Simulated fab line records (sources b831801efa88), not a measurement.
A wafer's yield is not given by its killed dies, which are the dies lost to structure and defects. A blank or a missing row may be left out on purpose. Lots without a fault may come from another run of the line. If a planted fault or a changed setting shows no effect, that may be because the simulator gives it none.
Which tool was responsible? -- flow sky130 -- 10 lots, 30 wafers sampled, at 3 steps of a route of 708

WHAT THE GAUGES READ, wafer by wafer
SKY_POLY_CUT_CD_MEAS_08: the cd target is 270 nm. Usual: cdNm 270.0 nm, standard deviation 1.3.
lot,measured,on,cdNm (nm),flag
L426,day 26 21:44,cdSem-02,270.5 270.3 268.9,
L431,day 28 15:46,cdSem-01,269.3 268.4 268.1,
L432,day 28 22:34,cdSem-02,268.8 270.6 271.3,
L433,day 29 09:20,cdSem-02,268.8 267.7 269.4,
L436,day 30 07:35,cdSem-01,265.8 266.7 267.5,
L437,day 30 19:03,cdSem-02,270.6 268.2 270.1,
L438,day 31 05:01,cdSem-02,272.2 272.3 271.1,
L439,day 31 16:52,cdSem-01,269.5 269.6 269.5,
L440,day 32 05:22,cdSem-02,271.7 271.3 270.9,
L441,day 32 08:09,cdSem-01,268.5 269.1 269.1,

SKY_LI_CONTACT_OVL_MEAS_13. Usual: LI_CONTACT_OVL typically reads -1 nm, with standard deviation 5.7.
lot,measured,on,LI_CONTACT_OVL (nm),flag
L426,day 31 18:07,overlay-01,-2 3 6,
L431,day 33 08:49,overlay-01,9 4 -5,
L432,day 33 16:14,overlay-02,-6 0 -3,
L433,day 34 02:38,overlay-02,-1 -4 -1,
L436,day 34 22:32,overlay-02,-6 -7 -9,
L437,day 35 10:44,overlay-02,4 2 3,
L438,day 35 19:43,overlay-02,-1 -5 -4,
L439,day 36 06:18,overlay-01,2 4 8,
L440,day 36 18:05,overlay-02,2 -2 -2,
L441,day 36 20:26,overlay-01,-6 -3 -4,

WHICH TOOL RAN EACH LOT (tool, then ch and the chambers of the sampled wafers, then the start)
lot,SKY_SD_P_STRIP_10
L426,"plasmaAsher-03 ch 0,1, day 28 03:07"
L431,"plasmaAsher-02 ch 0,1, day 29 20:38"
L432,"plasmaAsher-04 ch 0,1, day 30 03:14"
L433,"plasmaAsher-03 ch 1, day 30 13:53"
L436,"plasmaAsher-04 ch 0,1, day 31 12:22"
L437,"plasmaAsher-02 ch 0,1, day 31 22:56"
L438,"plasmaAsher-04 ch 0, day 32 09:17"
L439,"plasmaAsher-04 ch 0, day 32 20:35"
L440,"plasmaAsher-04 ch 0,1, day 33 08:53"
L441,"plasmaAsher-03 ch 0,1, day 33 11:50"
- SKY_SD_P_STRIP_10: strips in O2/N2.

WHAT THE TOOLS THEMSELVES READ (means of the sampled wafers that have a number; where no wafer has one, the mark that the record gives instead)
SKY_SD_P_STRIP_10. Usual: drypumpMotorCurrentA 5.6 A, standard deviation 0.57; o2FlowSccm 3000 sccm, standard deviation 10; oesProductAu 0.618 a.u., standard deviation 0.0045; stripTimeToEndpointS 17.48 s, standard deviation 0.036.
lot,tool,drypumpMotorCurrentA (A),o2FlowSccm (sccm),oesProductAu (a.u.),stripTimeToEndpointS (s),flag
L426,plasmaAsher-03,5.3,2997,0.615,17.52,
L431,plasmaAsher-02,5.3,2982,0.619,17.48,
L432,plasmaAsher-04,6.2,2999,0.616,17.45,
L433,plasmaAsher-03,5.2,3010,0.620,17.50,
L436,plasmaAsher-04,6.2,3006,0.619,17.52,
L437,plasmaAsher-02,5.7,3006,0.616,17.49,
L438,plasmaAsher-04,6.6,2988,0.620,17.46,
L439,plasmaAsher-04,6.6,2990,0.614,17.51,
L440,plasmaAsher-04,6.2,2997,0.614,17.49,
L441,plasmaAsher-03,5.3,3001,0.616,17.48,

THE ANSWER, worked out from the rows above alone
Rule: take the mean of a lot's wafers that have a number; if it is more than 3 standard deviations from the usual mean, the lot is off. Also off: a lot with no number at a reading for which 4 or more lots have one. Where the step has rows for the other lots, those lots are counted as sound. After the gauges, taken in route order, come the tools' own readings; for these a lot's mean is taken, as printed above. The first step at which some lot is off is used, and at that step the reading that is off furthest; a lot without a number counts as furthest.
Across all readings shown, no lot is off: no conclusion can be drawn from this.

WHAT WAS PUT IN BY THE SIMULATOR
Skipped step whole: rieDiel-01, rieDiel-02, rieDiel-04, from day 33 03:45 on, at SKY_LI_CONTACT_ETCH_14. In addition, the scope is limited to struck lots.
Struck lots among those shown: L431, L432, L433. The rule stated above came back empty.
